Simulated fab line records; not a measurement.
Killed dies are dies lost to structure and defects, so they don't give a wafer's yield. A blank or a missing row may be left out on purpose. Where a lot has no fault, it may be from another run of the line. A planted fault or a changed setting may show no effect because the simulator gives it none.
A lot that was struck, set against a sound lot :: flow sfqLine :: 42 steps out of a route of 325
Sound: these wafers, L368.2, L368.3, L368.6. Struck: wafer L358.5. (L358.6 of the same lot was not struck and is left out.) The cause comes at the end.
Per side, at each step with rows, come the tool, then ch with its chambers, and then its first start. Under that, the readings that differ: sound wafers :: struck wafers :: difference of the means :: sigmas: that difference in standard deviations of wafers without a fault.
alike: readings whose means differ by less than 2 such deviations, and words and numbers that are the same on both sides. not compared: withheld readings, readings that some wafer has no value for, bounds like >300 that may hide the same value, and numbers for which the record gives no deviation and whose values overlap.
Wherever a step has rows on one side only, a row that says differs or no value, or a row with sigmas, the two part there. Non-overlapping numbers with no deviation appear without sigmas and do not part them. Lack of a reading on every wafer of one side parts them only where that side has two or more wafers.

first, 6 steps without rows for these wafers: SFQ_TRILAYER_M0_LITHO_COAT_026 (resist thk 62 nm); SFQ_TRILAYER_M0_LITHO_COAT_021 (resist thk 600 nm); SFQ_TRILAYER_M0_LITHO_SOFTBAKE_025; SFQ_TRILAYER_M0_LITHO_EXPOSE_022 (exposes mask M0, target cd 500 nm); SFQ_TRILAYER_M0_LITHO_PEB_024 (peb time 60 s); SFQ_TRILAYER_M0_LITHO_DEVELOP_023 (time 60 s).
SFQ_M0_OVL_MEAS_906:
  sound on overlay-01 at day 11 15:46; struck on overlay-01 at day 8 15:01
  alike: M0_OVL
then, 2 steps without rows for these wafers: SFQ_TRILAYER_M0_BARC_OPEN_METAL_ETCH_031 (etches BARC in O2, target depth 125 nm, time 41.7 s); SFQ_TRILAYER_M0_ETCH_METAL_ETCH_024 (etches Nb in Cl2/Ar, stops on SiO2, target depth 240 nm, time 120 s).
SFQ_TRILAYER_M0_STRIP_STRIP_025: strips in O2.
  sound on rieMetal-01 ch 0,1, day 11 15:58; struck on rieMetal-01 ch 0, day 8 15:37
  alike: drypumpMotorCurrentA, oesProductAu, platenTempC
  not compared: rfHoursCounterH
then, 2 steps without rows for these wafers: SFQ_TRILAYER_M0_STRIP_SOLV_CLEAN_026 (cleans in NMP, time 600 s); SFQ_TRILAYER_I0_DEP_PECVD_027 (deposits SiO2 from SiH4/N2O, time 111.11 s, target thk 500 nm).
SFQ_TRILAYER_I0_CMP_CMP_028: polishes SiO2.
  sound on cmp-02 ch 2,3, day 12 02:20; struck on cmp-02 ch 2, day 8 18:04
reading: timeToEndpointS (s)
sound: 210 214 217
struck: 193
difference: -21
sigmas: -3

reading: model.SiO2_of_TRILAYER_I0_DEP_PECVD_027.thkNm (nm)
sound: 200.6 200.3 199.3
struck: 251.4
difference: +51.3
sigmas: 
  alike: motorCurrentA, slurryFilterDpKPa
SFQ_I0_BOW_MEAS_907:
  sound on filmMetro-01 at day 12 05:22; struck on filmMetro-01 at day 8 19:09
  alike: I0_BOW
SFQ_TRILAYER_I0_METRO_MEASURE_029:
  sound on filmMetro-01 at day 12 05:40; struck on filmMetro-01 at day 8 19:59
reading: thkNm (nm)
sound: 200.5 200.2 199.3
struck: 251.4
difference: +51.4
sigmas: +37
then, 6 steps without rows for these wafers: SFQ_TRILAYER_I0_VIA_LITHO_COAT_036 (resist thk 62 nm); SFQ_TRILAYER_I0_VIA_LITHO_COAT_031 (resist thk 650 nm); SFQ_TRILAYER_I0_VIA_LITHO_SOFTBAKE_035; SFQ_TRILAYER_I0_VIA_LITHO_EXPOSE_032 (exposes mask I0, target cd 500 nm); SFQ_TRILAYER_I0_VIA_LITHO_PEB_034 (peb time 60 s); SFQ_TRILAYER_I0_VIA_LITHO_DEVELOP_033 (time 60 s).
-- the record jumps here: 3 days lie between the struck wafers' starts before and after --
SFQ_I0_OVL_MEAS_908:
  sound on overlay-02 at day 15 00:01; struck on overlay-01 at day 11 08:34
  alike: I0_OVL
SFQ_TRILAYER_I0_VIA_BARC_OPEN_VIA_ETCH_046: etches BARC in O2, target depth 125 nm, time 41.7 s.
  sound on rieDiel-01 ch 0,1, day 15 00:02; struck on rieDiel-04 ch 2, day 11 08:37
  alike: drypumpMotorCurrentA, oesProductAu
  not compared: rfHoursCounterH
SFQ_TRILAYER_I0_VIA_ETCH_VIA_ETCH_034: etches SiO2 in CHF3, stops on Nb, target depth 260 nm.
  sound on rieDiel-01 ch 0,1, day 15 00:05; struck on rieDiel-04 ch 2, day 11 08:41
reading: oesProductAu (a.u.)
sound: 0.857 0.858 0.857
struck: 0.971
difference: +0.114
sigmas: +21

reading: model.I0.featureDepthNm (nm)
sound: 200.6 200.3 199.3
struck: 251.4
difference: +51.3
sigmas: 

reading: model.etch.depthNm (nm)
sound: 200.6 200.3 199.3
struck: 251.4
difference: +51.3
sigmas: 
  alike: drypumpMotorCurrentA
then, 2 steps without rows for these wafers: SFQ_TRILAYER_I0_VIA_STRIP_STRIP_035 (strips in O2); SFQ_TRILAYER_I0_VIA_STRIP_SOLV_CLEAN_036 (cleans in NMP, time 600 s).
SFQ_TRILAYER_M1_DEP_PRE_CLEAN_038: time 22.5 s.
  sound on pvdSputter-04 at day 15 01:08; struck on pvdSputter-04 at day 11 09:32
reading: model.SiO2_of_TRILAYER_I0_DEP_PECVD_027.thkNm (nm)
sound: 193.1 192.8 191.8
struck: 243.9
difference: +51.3
sigmas: 
  alike: biasV
SFQ_TRILAYER_M1_DEP_SPUTTER_037: material Nb, target thk 200 nm, time 133.3 s.
  sound on pvdSputter-04 at day 15 01:10; struck on pvdSputter-04 at day 11 09:35
  alike: cathodeDcPowerW, throttleValvePct
SFQ_M1_RS_MEAS_909: uses a four-point probe to measure.
  sound on filmMetro-03 at day 15 01:17; struck on filmMetro-01 at day 11 09:43
  alike: M1_NB_RS
then, 6 steps without rows for these wafers: SFQ_TRILAYER_M1_LITHO_COAT_044 (resist thk 62 nm); SFQ_TRILAYER_M1_LITHO_COAT_039 (resist thk 600 nm); SFQ_TRILAYER_M1_LITHO_SOFTBAKE_043; SFQ_TRILAYER_M1_LITHO_EXPOSE_040 (exposes mask M1, target cd 500 nm); SFQ_TRILAYER_M1_LITHO_PEB_042 (peb time 60 s); SFQ_TRILAYER_M1_LITHO_DEVELOP_041 (time 60 s).
-- the record jumps here: 3 days lie between the struck wafers' starts before and after --
SFQ_M1_OVL_MEAS_911:
  sound on overlay-02 at day 17 16:49; struck on overlay-02 at day 14 03:38
reading: M1_OVL (nm)
sound: 13 10 14
struck: -1
difference: -13
sigmas: -2
then, 1 step without rows for these wafers: SFQ_TRILAYER_M1_BARC_OPEN_METAL_ETCH_054 (etches BARC in O2, target depth 125 nm, time 41.7 s).
SFQ_TRILAYER_M1_ETCH_METAL_ETCH_042: etches Nb in Cl2/Ar, stops on SiO2, target depth 240 nm, time 120 s.
  sound on rieMetal-03 ch 0,1, day 17 16:54; struck on rieMetal-02 ch 1, day 14 03:47
  alike: drypumpMotorCurrentA, oesProductAu
  not compared: rfHoursCounterH
SFQ_TRILAYER_M1_STRIP_STRIP_043: strips in O2.
  sound on rieMetal-03 ch 0,1, day 17 17:02; struck on rieMetal-02 ch 1, day 14 04:14
  alike: drypumpMotorCurrentA, oesProductAu, platenTempC
  not compared: rfHoursCounterH
then, 2 steps without rows for these wafers: SFQ_TRILAYER_M1_STRIP_SOLV_CLEAN_044 (cleans in NMP, time 600 s); SFQ_TRILAYER_I1_DEP_PECVD_045 (deposits SiO2 from SiH4/N2O, time 111.11 s, target thk 500 nm).
-- the record jumps here: 57 days lie between the struck wafers' starts before and after --
SFQ_M8_BOW_MEAS_951:
  sound on filmMetro-02 at day 73 19:30; struck on filmMetro-01 at day 71 14:14
reading: model.etest.i0.linkOhm
sound: 1.983 1.984 1.976
struck: 2.02
difference: +0.04
sigmas: 
  alike: M8_BOW

## WHERE THEY PART
Earliest at SFQ_TRILAYER_I0_CMP_CMP_028; latest, in this record, at SFQ_M1_OVL_MEAS_911. Later steps at which nothing parts them and some readings are alike: SFQ_TRILAYER_M1_ETCH_METAL_ETCH_042, SFQ_TRILAYER_M1_STRIP_STRIP_043, SFQ_M8_BOW_MEAS_951.

WHY: whatever the simulator had introduced
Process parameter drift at SFQ_TRILAYER_I0_CMP_CMP_028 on cmp-02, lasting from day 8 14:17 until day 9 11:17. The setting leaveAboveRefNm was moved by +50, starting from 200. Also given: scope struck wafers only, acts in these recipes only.
